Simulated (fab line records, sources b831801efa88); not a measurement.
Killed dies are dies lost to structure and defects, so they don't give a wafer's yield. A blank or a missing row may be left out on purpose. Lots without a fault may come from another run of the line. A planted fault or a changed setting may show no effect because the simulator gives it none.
One fault seen from 2 desks | flow gf180mcu | each desk has only its own numbers; what lay behind them comes last

THE METROLOGY DESK
What the gauges read, lot by lot, whatever tool the lot ran on: means of the sampled wafers that have a number. A lot is out of limits, marked OUT, if its mean lies more than 4 standard deviations from the usual mean; the brackets give that distance.
Columns: A = cd_nm at GF_V4_CD_MEAS_14, usual 260.0 nm; B = V4_OVL at GF_V4_OVL_MEAS_15, usual -2 nm; C = V4_W_RS at GF_V4_RS_MEAS_24, usual 0.332 ohm/sq
lot  | first seen here | A     | B  | C
L376 | day 24 10:48    | 259.6 | -5 | 0.333
L377 | day 24 15:32    | 260.2 | -3 | 0.324
L385 | day 27 12:41    | 260.5 | -6 | 0.323
L387 | day 28 01:22    | 259.5 | 3  | 0.324
L392 | day 29 12:26    | 261.2 | -3 | 0.328
L394 | day 30 01:11    | 259.9 | -9 | 0.326
This desk's finding: nothing out of limits on any of the 6 lots.

THE TOOL OWNER'S DESK: cvd_w-02
The tool's own readings at GF_V4_CVD_23 (deposits W, target thk 350 nm, time 104.9 s): means of the sampled wafers that have a number, for each lot that ran on this tool. A lot is out of limits, marked OUT, if its mean lies more than 4 standard deviations from the usual mean; the brackets give that distance.
Columns: A = chamber_pressure_Torr at GF_V4_CVD_23, usual 39.97 Torr; B = heater_power_w at GF_V4_CVD_23, usual 816 W
lot  | first seen here | A               | B
L376 | day 24 11:45    | 39.87           | 840
L385 | day 27 13:35    | 43.53 (+36) OUT | 889
L387 | day 28 02:17    | 42.31 (+23) OUT | 851
This desk's finding: out of limits on L385, L387; first on L385, day 27 13:35 (chamber_pressure_Torr at GF_V4_CVD_23). In limits: L376.

PUT TOGETHER
The tool owner's desk could have raised an alarm at day 27 13:35, on L385, L387.
The metrology desk saw nothing out of limits.
The metrology desk has L385, L387 on record, within its limits.
Of the lots named, all ran GF_V4_CVD_23 on cvd_w-02.

WHAT THE SIMULATOR HAD PUT IN
Process parameter drift: cvd_w-02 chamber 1, from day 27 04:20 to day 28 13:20, at GF_V4_CVD_23. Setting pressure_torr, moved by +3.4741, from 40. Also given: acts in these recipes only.
Lots struck among those shown: L385, L387.
Hours from the fault's start to each desk's first reading out of limits: the tool owner's desk, 9.
